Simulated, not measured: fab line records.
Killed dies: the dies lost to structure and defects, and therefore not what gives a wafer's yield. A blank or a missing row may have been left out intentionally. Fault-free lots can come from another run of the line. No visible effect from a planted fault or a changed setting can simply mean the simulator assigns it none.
fab line records	flow sky130
[record] lots = 13	wafers = 39	lastDay = 50
route steps=708 shown VT_ADJUST_PCH@150 SONOS_TUNNEL@161
lots with no fault: from the same line, run without faults
startH: the number of hours between the record's first day and the start of the first shown wafer of the lot	waitH: hours elapsed since this lot's preceding step	" identical to the entry in the row above	L1.1+2: a row that stands for several wafers	- value missing, or start not given	* or withheld: withheld	< > ~ a bound
route shown NAME@n: NAME is a module with steps in the file, n the number in the route of the first one	usual: average and standard deviation across the fault-free wafers	same: alike in all rows	chamber/n: place in a boat	sites: the reading at each site	_std_site: the standard deviation of these	_edge_site: inner sites' mean taken away from outer sites' mean	radiusMm: for every site, how far away it sits from the centre of the wafer	mask NAME#n: copy n	behind: the tool/chamber that last shaped the wafer	hold: what put the lot on hold/how long, in hours/how the hold closed	device: whichever transistor did not switch (one of n, p or np)	end of line: at the end of the route, the tests of the same wafers	step lacking rows: just its recipe	killed: at the first sort, the dies lost to defects and structure; wafer yield is something else	map: a wafer's dies, marking killed ones x, the rest . and places with no die _
set.NAME: the setting as run; set.NAME@STEP: as run at that earlier step	model.NAME: the simulator's own value behind a step, which no gauge read
steps of the route over a sample of lots; a table a step, a row a wafer
services: from which hour (startH, from the record's first day; less than 0 if before it) a tool's chamber was out of use, for how many hours, and why
[[steps]]
[step SKY_VT_ADJUST_PCH_OVL_MEAS_07]
[usual] VT_ADJUST_PCH_OVL = 0.2/1.1
lot.wafer	tool	chamber	startH	waitH	VT_ADJUST_PCH_OVL[nm]
L511.2	overlay-01	-	228.85	-	1.0
L511.4	"	-	"	"	0.8
L511.5	"	-	"	"	-0.6
L512.2	overlay-01	-	233.05	-	0.0
L512.3	"	-	"	"	1.1
L512.6	"	-	"	"	1.4
L513.1	overlay-01	-	241.54	-	1.5
L513.3	"	-	"	"	0.4
L513.4	"	-	"	"	0.9
L514.3	overlay-02	-	254.01	-	1.1
L514.5	"	-	"	"	0.9
L514.6	"	-	"	"	0.1
L516.3	overlay-02	-	264.20	-	-1.2
L516.4	"	-	"	"	-1.0
L516.5	"	-	"	"	-0.8
L517.1	overlay-02	-	293.04	-	2.1
L517.2	"	-	"	"	0.4
L517.4	"	-	"	"	1.2
L519.1	overlay-01	-	298.11	-	0.2
L519.2	"	-	"	"	0.8
L519.5	"	-	"	"	-0.2
L518.2	overlay-02	-	298.85	-	-2.0
L518.3	"	-	"	"	-1.2
L518.4	"	-	"	"	-0.9
L522.2	overlay-01	-	322.72	-	-1.1
L522.4	"	-	"	"	-1.3
L522.5	"	-	"	"	-0.7
L526.2	overlay-01	-	346.54	-	-1.7
L526.5	"	-	"	"	0.4
L526.6	"	-	"	"	0.0
L529.1	overlay-02	-	370.61	-	0.3
L529.2	"	-	"	"	1.7
L529.3	"	-	"	"	0.9
L530.3	overlay-01	-	375.32	-	1.3
L530.4	"	-	"	"	-0.1
L530.5	"	-	"	"	0.7
L532.1	overlay-01	-	396.46	-	0.1
L532.2	"	-	"	"	-0.5
L532.3	"	-	"	"	0.1
[step SKY_VT_ADJUST_PCH_STRIP_09]
[recipe] chemistry = O2/N2	powerW = 1400	pressureMtorr = 1500	platenTempC = withheld	o2FlowSccm = 3000	n2FlowSccm = 300	overashFraction = 0.5
[usual] drypumpMotorCurrentA = 5.3/0.56	oesProductAu = 0.722/0.0047	stripTimeToEndpointS = 36.91/0.085
lot.wafer	tool	chamber	startH	waitH	drypumpMotorCurrentA	oesProductAu	rfHoursCounterH	stripTimeToEndpointS
L511.2	plasmaAsher-02	0	229.03	0.1	5.8	0.723	55	36.66
L511.4	"	1	"	"	6.2	0.731	-	36.70
L511.5	"	0	"	"	5.8	0.723	-	36.80
L512.2	plasmaAsher-04	1	233.23	0.1	4.7	0.722	42	36.93
L512.3	"	1	"	"	4.7	0.721	-	37.03
L512.6	"	1	"	"	4.7	0.716	-	36.91
L513.1	plasmaAsher-04	0	241.72	0.1	5.0	0.725	43	36.82
L513.3	"	0	"	"	5.0	0.729	-	36.97
L513.4	"	1	"	"	4.7	0.715	-	36.80
L514.3	plasmaAsher-02	0	254.22	0.1	5.8	0.726	-	36.91
L514.5	"	1	"	"	6.2	0.727	-	36.83
L514.6	"	0	"	"	5.8	0.713	-	37.02
L516.3	plasmaAsher-04	1	264.41	0.1	4.6	0.720	-	36.91
L516.4	"	0	"	"	5.0	0.720	-	36.95
L516.5	"	0	"	"	5.0	0.721	-	37.00
L517.1	plasmaAsher-03	0	293.22	0.1	5.9	0.723	61	36.92
L517.2	"	1	"	"	5.0	0.718	61	36.89
L517.4	"	0	"	"	6.0	0.722	-	36.83
L519.1	plasmaAsher-02	1	298.30	0.1	6.2	0.727	61	36.99
L519.2	"	0	"	"	5.8	0.721	61	36.92
L519.5	"	0	"	"	5.8	0.726	-	36.95
L518.2	plasmaAsher-04	0	299.03	0.1	5.0	0.720	48	36.86
L518.3	"	0	"	"	5.0	0.722	-	36.79
L518.4	"	1	"	"	4.7	0.723	-	36.90
L522.2	plasmaAsher-04	1	322.90	0.1	4.7	0.724	51	36.95
L522.4	"	1	"	"	4.7	0.719	-	36.98
L522.5	"	1	"	"	4.7	0.718	-	37.00
L526.2	plasmaAsher-03	1	346.72	0.1	5.0	0.730	67	36.95
L526.5	"	0	"	"	6.0	0.720	-	36.96
L526.6	"	1	"	"	5.0	0.717	-	36.96
L529.1	plasmaAsher-04	0	370.80	0.1	5.0	0.721	56	36.86
L529.2	"	1	"	"	4.7	0.726	56	36.95
L529.3	"	0	"	"	5.0	0.717	-	36.93
L530.3	plasmaAsher-04	1	375.53	0.1	4.7	0.720	-	37.02
L530.4	"	0	"	"	5.0	0.723	-	36.97
L530.5	"	1	"	"	4.7	0.728	-	36.89
L532.1	plasmaAsher-03	0	396.65	0.1	6.0	0.726	72	36.97
L532.2	"	1	"	"	5.0	0.721	72	37.01
L532.3	"	0	"	"	6.0	0.721	-	37.09
[step SKY_SONOS_TUNNEL_CD_MEAS_07]
[recipe] targetCdNm = 410
[usual] cdNm = 409.2/2.6
lot.wafer	tool	chamber	startH	waitH	cdNm
L511.2	cdSem-02	-	254.62	0.1	409.2
L511.4	"	-	"	"	409.4
L511.5	"	-	"	"	410.0
L512.2	cdSem-01	-	256.41	0.1	410.8
L512.3	"	-	"	"	409.3
L512.6	"	-	"	"	410.3
L513.1	cdSem-01	-	265.44	0.1	409.3
L513.3	"	-	"	"	406.9
L513.4	"	-	"	"	408.1
L514.3	cdSem-01	-	278.63	0.1	410.1
L514.5	"	-	"	"	410.4
L514.6	"	-	"	"	409.2
L516.3	cdSem-02	-	289.58	0.1	413.9
L516.4	"	-	"	"	414.7
L516.5	"	-	"	"	411.8
L517.1	cdSem-02	-	318.95	0.1	412.2
L517.2	"	-	"	"	412.9
L517.4	"	-	"	"	412.1
L519.1	cdSem-01	-	324.08	0.1	410.4
L519.2	"	-	"	"	409.2
L519.5	"	-	"	"	409.1
L518.2	cdSem-02	-	325.27	0.1	413.1
L518.3	"	-	"	"	411.8
L518.4	"	-	"	"	410.6
L522.2	cdSem-02	-	349.80	0.1	403.1
L522.4	"	-	"	"	406.9
L522.5	"	-	"	"	406.6
L526.2	cdSem-01	-	374.41	0.1	411.0
L526.5	"	-	"	"	410.5
L526.6	"	-	"	"	407.5
L529.1	cdSem-01	-	399.69	0.1	411.5
L529.2	"	-	"	"	410.7
L529.3	"	-	"	"	410.0
L530.3	cdSem-01	-	403.92	0.1	406.3
L530.4	"	-	"	"	404.4
L530.5	"	-	"	"	406.4
L532.1	cdSem-01	-	425.95	0.1	411.0
L532.2	"	-	"	"	410.6
L532.3	"	-	"	"	412.0
[step SKY_SONOS_TUNNEL_IMPLANT_09]
[recipe] species = B	energyKev = 20	doseCm2 = 1e+12	tiltDeg = withheld
lot.wafer	tool	chamber	startH	waitH
L511.2+4+5	implanter-03	0	254.78	0.0
L512.2+3+6	implanter-04	0	256.57	0.0
L513.1+3+4	implanter-04	0	265.59	0.0
L514.3+5+6	implanter-03	0	278.79	0.1
L516.3+4+5	implanter-04	0	289.74	0.1
L517.1+2+4	implanter-03	0	319.10	0.0
L519.1+2+5	implanter-03	0	324.23	0.0
L518.2+3+4	implanter-04	0	325.43	0.0
L522.2+4+5	implanter-03	0	349.96	0.0
L526.2+5+6	implanter-01	0	374.57	0.0
L529.1+2+3	implanter-01	0	399.84	0.0
L530.3+4+5	implanter-01	0	404.08	0.1
L532.1+2+3	implanter-04	0	426.10	0.0
[step SKY_SONOS_TUNNEL_TW_MEAS_12]
[usual] SONOS_TUNNEL_TW = 197.5/1.4
lot.wafer	tool	chamber	startH	waitH	SONOS_TUNNEL_TW
L511.2	filmMetro-04	-	255.18	0.0	197.4
L511.4	"	-	"	"	198.8
L511.5	"	-	"	"	199.3
L512.2	filmMetro-04	-	256.98	0.0	198.4
L512.3	"	-	"	"	200.0
L512.6	"	-	"	"	198.4
L513.1	filmMetro-02	-	266.01	0.0	196.9
L513.3	"	-	"	"	197.4
L513.4	"	-	"	"	197.4
L514.3	filmMetro-03	-	279.18	0.0	195.4
L514.5	"	-	"	"	194.4
L514.6	"	-	"	"	195.5
L516.3	filmMetro-04	-	290.15	0.0	198.0
L516.4	"	-	"	"	197.4
L516.5	"	-	"	"	197.3
L517.1	filmMetro-03	-	319.52	0.0	194.1
L517.2	"	-	"	"	193.6
L517.4	"	-	"	"	194.9
L519.1	filmMetro-02	-	324.66	0.0	197.0
L519.2	"	-	"	"	196.6
L519.5	"	-	"	"	198.0
L518.2	filmMetro-02	-	325.82	0.0	197.6
L518.3	"	-	"	"	197.7
L518.4	"	-	"	"	197.0
L522.2	filmMetro-02	-	350.35	0.0	188.5
L522.4	"	-	"	"	188.4
L522.5	"	-	"	"	187.7
L526.2	filmMetro-04	-	374.97	0.0	198.4
L526.5	"	-	"	"	199.1
L526.6	"	-	"	"	198.8
L529.1	filmMetro-04	-	400.26	0.0	199.3
L529.2	"	-	"	"	198.7
L529.3	"	-	"	"	198.6
L530.3	filmMetro-02	-	404.46	0.0	198.3
L530.4	"	-	"	"	197.6
L530.5	"	-	"	"	197.3
L532.1	filmMetro-02	-	426.53	0.0	197.7
L532.2	"	-	"	"	197.4
L532.3	"	-	"	"	197.3
[[services]]
tool	chamber	startH	hours	kind
implanter-04	-	236.05	3.2	pm
plasmaAsher-02	-	270.71	3.7	repair
plasmaAsher-03	-	275.72	4.3	pm
plasmaAsher-04	-	291.89	3.2	repair
implanter-04	-	317.00	5.4	pm
implanter-03	-	330.56	2.7	repair
implanter-01	-	338.36	6.1	pm
plasmaAsher-02	-	340.27	14.6	pm
implanter-03	-	340.33	5.3	repair
plasmaAsher-03	-	343.76	2.8	pm
implanter-04	-	403.21	18.7	repair
plasmaAsher-03	-	421.25	9.0	pm
plasmaAsher-03	0	421.25	9.0	ventCycle
plasmaAsher-03	1	421.25	9.0	ventCycle
implanter-04	-	421.91	3.1	pm
[[key]]
[firstSign] step = SKY_SONOS_TUNNEL_TW_MEAS_12	reading = SONOS_TUNNEL_TW	direction = down	sigmas = 6.7	usual = 197.5	struck = 188.2
effect none on later readings
metAt SKY_SONOS_TUNNEL_IMPLANT_09
struckLots L522
struckWafers L522.2,L522.4,L522.5
testerLeftOut L522
notActingAt SKY_VT_ADJUST_PCH_OVL_MEAS_07,SKY_VT_ADJUST_PCH_STRIP_09,SKY_SONOS_TUNNEL_CD_MEAS_07
onsetBetween 324.23 349.96
[fault] kind = processParameterDrift	tool = implanter-03	chamber = -	onsetH = 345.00	steps = SKY_SONOS_TUNNEL_IMPLANT_09	channel = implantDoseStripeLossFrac	offset = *	shape = step	endH = 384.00	scope = struckWafersOnly
// testerLeftOut: of these lots the tester's yield and bins aren't shown, on N5 and GAA mostly nor the transistor test; their killed dies are dies lost to structure and defects alone, not to doping, threshold or leakage, so they don't give the yield
